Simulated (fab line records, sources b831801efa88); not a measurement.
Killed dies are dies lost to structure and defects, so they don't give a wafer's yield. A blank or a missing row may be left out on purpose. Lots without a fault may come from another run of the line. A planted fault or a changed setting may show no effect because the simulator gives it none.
Which tool did it? | flow gf180mcu | 6 lots, 18 wafers sampled, at 3 steps of a route of 602

WHAT THE GAUGES READ, wafer by wafer
GF_VT_IMPLANT_RS_MEAS_49: measures by four-point-probe.
lot  | measured     | on            | MVPSD_RS (ohm/sq)
L534 | day 8 03:40  | film_metro-02 | 1166 1168 1169
L537 | day 9 00:44  | film_metro-02 | 1168 1162 1167
L544 | day 10 23:55 | film_metro-02 | 1213 1212 1209 1212 1210 1210
L546 | day 11 13:08 | film_metro-01 | 1214 1211 1211 1213 1213 1209
L550 | day 12 17:04 | film_metro-01 | 1173 1173 1175
L555 | day 14 05:37 | film_metro-04 | 1168 1169 1168

WHICH TOOL RAN EACH LOT (tool, then ch and the chambers of the sampled wafers, then the start)
lot  | GF_MVPSD_IMPLANT_09             | GF_VT_IMPLANT_RTA_45
L534 | implanter-03 ch 0, day 5 12:38  | rtp_anneal-02 ch 0, day 8 03:13
L537 | implanter-04 ch 0, day 6 07:49  | rtp_anneal-01 ch 0, day 9 00:17
L544 | implanter-04 ch 0, day 8 01:44  | rtp_anneal-02 ch 0, day 10 23:27
L546 | implanter-04 ch 0, day 8 12:36  | rtp_anneal-01 ch 0, day 11 12:40
L550 | implanter-03 ch 0, day 9 13:44  | rtp_anneal-01 ch 0, day 12 16:37
L555 | implanter-04 ch 0, day 10 22:54 | rtp_anneal-01 ch 0, day 14 05:10
- GF_MVPSD_IMPLANT_09
- GF_VT_IMPLANT_RTA_45: time 30 s.

THE ANSWER, worked out from the rows above alone
Rule: what is usual is taken from the lots themselves. Put in order of their means at a reading, lots are off if they are a third of the lots or fewer, leave a main group of 4 or more, and stand apart from it by a gap of 3 or more times the standard deviation of the main group's means; of several such gaps the widest counts. A main group whose means are all the same, to the digits that the tables above print for the reading, isn't used. A lot without any number at a reading at which 4 lots or more have one is off too. The other lots that the step has rows for count as sound.
Off: L544, L546, at GF_VT_IMPLANT_RS_MEAS_49 (MVPSD_RS). The main group: mean 1169 ohm/sq, standard deviation 3.
A tool fits if, at a process step before that reading, it ran every lot that is off, and no sound lot after the first of them. The gauges at GF_VT_IMPLANT_RS_MEAS_49 are tried like those tools. None of those tried fits.

WHAT THE SIMULATOR HAD PUT IN
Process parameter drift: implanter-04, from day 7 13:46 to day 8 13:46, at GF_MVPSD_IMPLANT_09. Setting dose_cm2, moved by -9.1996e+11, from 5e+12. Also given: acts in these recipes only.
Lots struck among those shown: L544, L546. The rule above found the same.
